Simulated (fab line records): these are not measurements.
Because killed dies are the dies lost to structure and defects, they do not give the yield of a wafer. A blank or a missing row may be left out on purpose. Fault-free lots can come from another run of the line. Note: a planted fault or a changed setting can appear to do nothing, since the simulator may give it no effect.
Comparing a struck lot with a sound one | flow gf180mcu | 20 steps out of a route of 602
Sound: wafers L367.1, L367.2, L367.3. Wafers L370.2, L370.3, L370.6 were the ones struck. Last of all comes the cause.
Order at every step that has rows: each side's tool, ch and its chambers, its first start. Under that, the readings that differ: sound wafers | struck wafers | difference of the means | sigmas: that difference in standard deviations of wafers without a fault.
alike: readings with means less than 2 such deviations apart, plus words and numbers identical on both sides. not compared: withheld readings, readings lacking a value on some wafer, bounds such as >300 that could conceal the same value, and numbers that have no deviation in the record and whose values overlap.
The two part at a step that has a row with sigmas, a row that says differs or no value, or rows on one side only. Numbers that don't overlap but have no deviation are shown without sigmas and don't part them. Lack of a reading on every wafer of one side parts them only where that side has two or more wafers.

first, 4 steps without rows for these wafers: GF_VT_IMPLANT_SOFTBAKE_25 (time 60 s); GF_VT_IMPLANT_EXPOSE_26 (exposes mask LVPWELL HV AREA, target cd 860 nm); GF_VT_IMPLANT_PEB_27; GF_VT_IMPLANT_DEVELOP_28 (develop time 60 s).
GF_VT_IMPLANT_OVL_MEAS_29:
  sound on overlay-01 at day 8 09:25; struck on overlay-02 at day 9 10:26
  alike: VT_IMPLANT_02_OVL
next, for these wafers, 1 step has no rows: GF_VT_IMPLANT_IMPLANT_30.
GF_VT_IMPLANT_STRIP_31: strips in O2/N2.
  sound on plasmaAsher-01 ch 0,1, day 8 09:37; struck on plasmaAsher-04 ch 0, day 9 10:37
  alike: drypumpMotorCurrentA, heaterPowerW, oesProductAu, stripTimeToEndpointS
  not compared: rfHoursCounterH
GF_VT_IMPLANT_TW_MEAS_32:
  sound on filmMetro-04 at day 8 09:43; struck on filmMetro-04 at day 9 10:44
  alike: VT_IMPLANT_3_TW
then, 4 steps without rows for these wafers: GF_VT_IMPLANT_DEHYDRATE_33 (time 60 s); GF_VT_IMPLANT_HMDS_34 (prime time 60 s); GF_VT_IMPLANT_COAT_35 (resist thk 1000 nm); GF_VT_IMPLANT_SOFTBAKE_36 (time 60 s).
GF_VT_IMPLANT_EXPOSE_37: exposes mask Nwell HV AREA, target cd 860 nm.
  sound on ilineStepper-02 ch 0, day 8 18:14; struck on ilineStepper-01 ch 0, day 9 19:12
reading | sound                                           | struck                                                | difference | sigmas
mask    | Nwell_HV_AREA#0 Nwell_HV_AREA#0 Nwell_HV_AREA#0 | LVPWELL_HV_AREA#0 LVPWELL_HV_AREA#0 LVPWELL_HV_AREA#0 | differs    | 
then, 2 steps without rows for these wafers: GF_VT_IMPLANT_PEB_38; GF_VT_IMPLANT_DEVELOP_39 (develop time 60 s).
GF_VT_IMPLANT_OVL_MEAS_40:
  sound on overlay-01 at day 9 02:40; struck on overlay-01 at day 10 03:50
reading                | sound       | struck | difference                    | sigmas
VT_IMPLANT_03_OVL (nm) | 0.2 2.2 0.0 | - - -  | no value on the struck wafers | 
next, for these wafers, 1 step has no rows: GF_VT_IMPLANT_IMPLANT_41.
GF_VT_IMPLANT_STRIP_42: strips in O2/N2.
  sound on plasmaAsher-01 ch 0,1, day 9 02:52; struck on plasmaAsher-04 ch 1, day 10 04:01
  alike: drypumpMotorCurrentA, heaterPowerW, oesProductAu, stripTimeToEndpointS
  not compared: rfHoursCounterH
GF_VT_IMPLANT_TW_MEAS_43:
  sound on filmMetro-03 at day 9 02:58; struck on filmMetro-04 at day 10 04:28
reading         | sound       | struck   | difference | sigmas
VT_IMPLANT_4_TW | 691 694 689 | 30 30 29 | -662       | -78
  not compared: hold
next, for these wafers, 1 step has no rows: GF_PASSIVATION_PROBE_99.

## WHERE THEY PART
First at GF_VT_IMPLANT_EXPOSE_37; last, within this record, at GF_VT_IMPLANT_TW_MEAS_43.

WHY: the cause the simulator had injected
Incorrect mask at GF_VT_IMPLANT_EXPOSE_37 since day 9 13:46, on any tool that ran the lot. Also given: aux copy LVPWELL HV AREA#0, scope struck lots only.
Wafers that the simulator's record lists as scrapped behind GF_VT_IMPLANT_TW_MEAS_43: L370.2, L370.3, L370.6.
